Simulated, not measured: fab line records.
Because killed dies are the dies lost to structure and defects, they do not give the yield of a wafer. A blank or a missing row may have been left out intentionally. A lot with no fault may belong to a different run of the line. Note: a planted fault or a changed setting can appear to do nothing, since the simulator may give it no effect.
Which tool did it? | flow gf180mcu | 6 lots, 18 wafers sampled, at 3 steps of a route of 602

== WHAT EACH GAUGE READ, for each wafer ==
GF_SAB_THK_MEAS_01.
lot  | measured     | on            | SAB_CVD_00_THK (nm)
L414 | day 15 04:25 | film_metro-01 | 50.7 50.0 50.9
L421 | day 17 11:42 | film_metro-03 | 49.6 65.4 50.5
L423 | day 18 04:31 | film_metro-01 | 49.7 64.9 51.1
L429 | day 20 06:45 | film_metro-02 | 49.9 49.8 49.8
L431 | day 21 00:25 | film_metro-01 | 49.6 50.5 50.9
L433 | day 21 15:28 | film_metro-03 | 48.5 49.5 49.6

== EACH LOT AND THE TOOL THAT RAN IT (in order: tool; ch and the chambers of the sampled wafers; start) ==
lot  | GF_HV_LDD_ETCHBACK_58              | GF_SAB_CVD_00
L414 | rie_diel-04 ch 0,1, day 13 09:07   | pecvd-04 ch 0,1,2, day 15 04:22
L421 | rie_diel-02 ch 1,2,3, day 15 14:43 | pecvd-04 ch 0,1,2, day 17 11:41
L423 | rie_diel-03 ch 1,2,3, day 16 06:51 | pecvd-04 ch 0,2, day 18 04:29
L429 | rie_diel-04 ch 1,2,3, day 18 04:32 | pecvd-02 ch 0,2, day 20 06:43
L431 | rie_diel-03 ch 0,3, day 18 22:34   | pecvd-01 ch 0,1, day 21 00:23
L433 | rie_diel-04 ch 1,2, day 19 14:08   | pecvd-01 ch 0,1, day 21 15:26
- GF_HV_LDD_ETCHBACK_58: etches Si3N4 in CH3F/O2, stops on SiO2, time 100 s, target depth 90 nm.
- GF_SAB_CVD_00: deposits SiO2 from TEOS, target thk 50 nm, time 4.9302 s.

== THE ANSWER, worked out from the rows above alone ==
Rule: usual is defined by the lots themselves. Put in order of their means at a reading, lots are off if they are a third of the lots or fewer, leave a main group of 4 or more, and stand apart from it by a gap of 3 or more times the standard deviation of the main group's means; of several such gaps the widest counts. The tables above print the reading to a certain number of digits; a main group whose means all agree to those digits is not used. Also off: a lot with no number at a reading for which 4 or more lots have one. Any other lot the step has rows for is counted as sound.
Off: L421, L423, at GF_SAB_THK_MEAS_01 (SAB_CVD_00_THK). For the main group the mean is 50.0 nm and the standard deviation 0.51.
A tool fits if, at a process step before that reading, it ran every lot that is off, and no sound lot after the first of them. Gauges at GF_SAB_THK_MEAS_01: tried the same way as those tools. One candidate fits, namely pecvd-04 at GF_SAB_CVD_00. A fault onset in the window from L414 (day 15 04:22, its last sound lot) to L421 (day 17 11:41, its first lot off) fits.

== WHAT HAD BEEN PUT IN BY THE SIMULATOR ==
pecvd-04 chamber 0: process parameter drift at GF_SAB_CVD_00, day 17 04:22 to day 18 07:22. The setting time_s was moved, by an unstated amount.
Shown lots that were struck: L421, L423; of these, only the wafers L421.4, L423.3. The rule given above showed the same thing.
